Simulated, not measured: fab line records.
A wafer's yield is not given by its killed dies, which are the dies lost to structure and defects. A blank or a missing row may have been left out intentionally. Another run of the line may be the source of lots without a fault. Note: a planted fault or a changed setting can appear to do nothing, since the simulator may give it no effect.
Commonality check across tools | flow sky130 | 33 wafers sampled across 11 lots

## REASON IT WAS OPENED
At SKY_PWDE_TW_MEAS_10 the reading PWDE_TW is flagged on 2 of 11 lots. Fault-free wafers read 376.7, with a standard deviation of 2.4.
Rule: a lot is flagged in two cases, either no wafer of it has a number, or all its wafers with numbers fall more than 4 standard deviations from that mean. The rest of the lots are taken to be sound.

lot  | measured    | on            | PWDE_TW, wafer by wafer | flag
L820 | day 5 01:15 | film_metro-01 | 375.1 374.4 374.6       |
L822 | day 5 02:25 | film_metro-04 | 374.5 374.9 374.3       |
L821 | day 5 03:03 | film_metro-02 | 382.4 383.1 380.3       |
L823 | day 5 14:43 | film_metro-01 | 374.3 376.8 372.7       |
L824 | day 6 04:52 | film_metro-01 | 378.6 378.0 379.3       |
L826 | day 6 05:15 | film_metro-01 | 377.7 378.4 377.9       |
L827 | day 6 06:34 | film_metro-04 | 375.4 373.6 376.5       |
L828 | day 6 14:34 | film_metro-02 | 378.5 379.5 378.4       |
L830 | day 6 21:12 | film_metro-04 | 374.4 373.8 375.0       |
L832 | day 7 09:44 | film_metro-02 | 392.9 393.1 393.5       | FLAGGED
L833 | day 7 09:55 | film_metro-04 | 390.0 389.4 390.8       | FLAGGED
On average the flagged lots' numbers are 391.6, which is +14.9 against the usual, or +6 standard deviations.

## TOOL THAT RAN EACH LOT
The record keeps 1 process step preceding the reading, out of 708 steps on the route. Every cell lists first the tool, next ch and the chambers used by the sampled wafers, and last the start.
lot  | flag    | SKY_PWDE_IMPLANT_08
L820 |         | implanter-04 ch 0, day 5 01:00
L822 |         | implanter-02 ch 0, day 5 02:10
L821 |         | implanter-04 ch 0, day 5 02:50
L823 |         | implanter-02 ch 0, day 5 14:28
L824 |         | implanter-01 ch 0, day 6 04:38
L826 |         | implanter-02 ch 0, day 6 05:00
L827 |         | implanter-02 ch 0, day 6 06:20
L828 |         | implanter-02 ch 0, day 6 14:20
L830 |         | implanter-01 ch 0, day 6 20:58
L832 | FLAGGED | implanter-02 ch 0, day 7 09:29
L833 | FLAGGED | implanter-02 ch 0, day 7 09:41
What is done by these steps:
- SKY_PWDE_IMPLANT_08
- SKY_PWDE_TW_MEAS_10

## FLAGGED AGAINST TOTAL, ONE TOOL AT A TIME (gauges that did the reading follow at the end)
step                | tool          | lots run | flagged | share of the flagged lots | sound lots run after its first flagged lot
SKY_PWDE_IMPLANT_08 | implanter-01  | 2        | 0       | none                      | -
SKY_PWDE_IMPLANT_08 | implanter-02  | 7        | 2       | all                       | 0
SKY_PWDE_IMPLANT_08 | implanter-04  | 2        | 0       | none                      | -
SKY_PWDE_TW_MEAS_10 | film_metro-01 | 4        | 0       | none                      | -
SKY_PWDE_TW_MEAS_10 | film_metro-02 | 3        | 1       | some                      | 0
SKY_PWDE_TW_MEAS_10 | film_metro-04 | 4        | 1       | some                      | 0

## WHAT THE TABLE ALLOWS
Rows of the table that ran each flagged lot: 1, that is implanter-02 at SKY_PWDE_IMPLANT_08.
- implanter-02 at SKY_PWDE_IMPLANT_08: 2 of its 7 lots flagged. It ran its last sound lot, L828, at day 6 14:20 and its first flagged lot, L832, at day 7 09:29: a fault with its onset between the two fits. Its own readings (dose_ions_cm2, faraday_current_uA) fall more than 4 standard deviations out on all wafers of the flagged lots.
Left over: one tool, implanter-02 at SKY_PWDE_IMPLANT_08.

## WHAT THE SIMULATOR HAD PUT IN
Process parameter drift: implanter-02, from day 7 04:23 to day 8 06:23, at SKY_PWDE_IMPLANT_08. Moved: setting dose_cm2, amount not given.
Struck lots among those shown: L832, L833. The rule above reached the same finding.
